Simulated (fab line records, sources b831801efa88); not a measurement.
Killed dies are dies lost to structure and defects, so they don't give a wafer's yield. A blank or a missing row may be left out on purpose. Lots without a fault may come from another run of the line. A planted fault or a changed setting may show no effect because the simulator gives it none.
A struck lot beside a sound one | flow sky130 | 15 steps out of a route of 708
Sound: wafers L125.2, L125.4, L125.5. Struck: wafers L139.2, L139.3. The cause comes at the end.
At each step with rows: each side's tool, then ch and its chambers, then its first start. Under that, the readings that differ: sound wafers | struck wafers | difference of the means | sigmas: that difference in standard deviations of wafers without a fault.
alike: readings whose means differ by less than 2 such deviations, and words and numbers that are the same on both sides. not compared: withheld readings, readings that some wafer has no value for, bounds like >300 that may hide the same value, and numbers for which the record gives no deviation and whose values overlap.
The two part at a step that has a row with sigmas, a row that says differs or no value, or rows on one side only. Numbers that don't overlap but have no deviation are shown without sigmas and don't part them. A reading that every wafer of one side lacks parts them only if that side has two wafers or more.

first, 5 steps without rows for these wafers: SKY_VT_ADJUST_LVTN_COAT_13 (resist thk 1140 nm); SKY_VT_ADJUST_LVTN_SOFTBAKE_14 (time 60 s); SKY_VT_ADJUST_LVTN_EXPOSE_15 (exposes mask HVN STD DERIVED, target cd 600 nm); SKY_VT_ADJUST_LVTN_PEB_16; SKY_VT_ADJUST_LVTN_DEVELOP_17 (develop time 60 s).
SKY_VT_ADJUST_LVTN_OVL_MEAS_18:
  sound on overlay-02, day 9 16:59; struck on overlay-02, day 14 04:35
  alike: VT_ADJUST_LVTN_01_OVL
then, 1 step without rows for these wafers: SKY_VT_ADJUST_LVTN_IMPLANT_19.
SKY_VT_ADJUST_LVTN_STRIP_20: strips in O2/N2.
  sound on plasma_asher-04 ch 0,1, day 9 17:10; struck on plasma_asher-03 ch 1, day 14 04:50
  alike: chamber_pressure_mTorr, drypump_motor_current_A, oes_product_au, strip_time_to_endpoint_s
  not compared: rf_hours_counter_h
SKY_VT_ADJUST_LVTN_TW_MEAS_21:
  sound on film_metro-03, day 9 17:16; struck on film_metro-02, day 14 04:57
  alike: VT_ADJUST_LVTN_2_TW
then, 3 steps without rows for these wafers: SKY_VT_ADJUST_NCORE_DEHYDRATE_00 (time 60 s); SKY_VT_ADJUST_NCORE_HMDS_01 (prime time 60 s); SKY_VT_ADJUST_NCORE_COAT_02 (resist thk 1140 nm).
SKY_VT_ADJUST_NCORE_SOFTBAKE_03: time 60 s.
  sound on litho_track-03 ch 0, day 10 03:24; struck on litho_track-03 ch 0, day 14 07:15
  reading                  | sound             | struck      | difference | sigmas
  heater_power_total_W (W) | 56.61 56.66 56.62 | 58.92 58.85 | +2.26      | +46
  run_length_s (s)         | 88.92 88.75 88.81 | 81.96 81.71 | -6.99      | -30
then, 1 step without rows for these wafers: SKY_VT_ADJUST_NCORE_EXPOSE_04 (exposes mask LVTN COMPLEMENT THIN, target cd 380 nm).
-- the record jumps here: 36 days lie between the struck wafers' starts before and after (it left off in module VT_ADJUST_NCORE and takes up again in module PAD_OPEN, whose first step shown is number 708 of the route) --
SKY_PAD_OPEN_PROBE_99:
  sound on prober-01, day 48 07:19; struck on prober-02, day 50 13:58
  reading             | sound  | struck | difference | sigmas
  killed_at_front_end | 10 4 9 | 13 22  | +10        | +2
  alike: killed_at_M0_to_M3, killed_at_M4_up, killed_at_contacts, killed_at_other, killed_dies, killed_on_rim, killed_open, killed_short

WHERE THEY PART
First at SKY_VT_ADJUST_NCORE_SOFTBAKE_03; last, within this record, at SKY_PAD_OPEN_PROBE_99.

WHY: what the simulator had put in
Process parameter drift: litho_track-03, from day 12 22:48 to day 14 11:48, at SKY_VT_ADJUST_NCORE_SOFTBAKE_03. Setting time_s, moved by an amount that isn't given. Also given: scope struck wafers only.
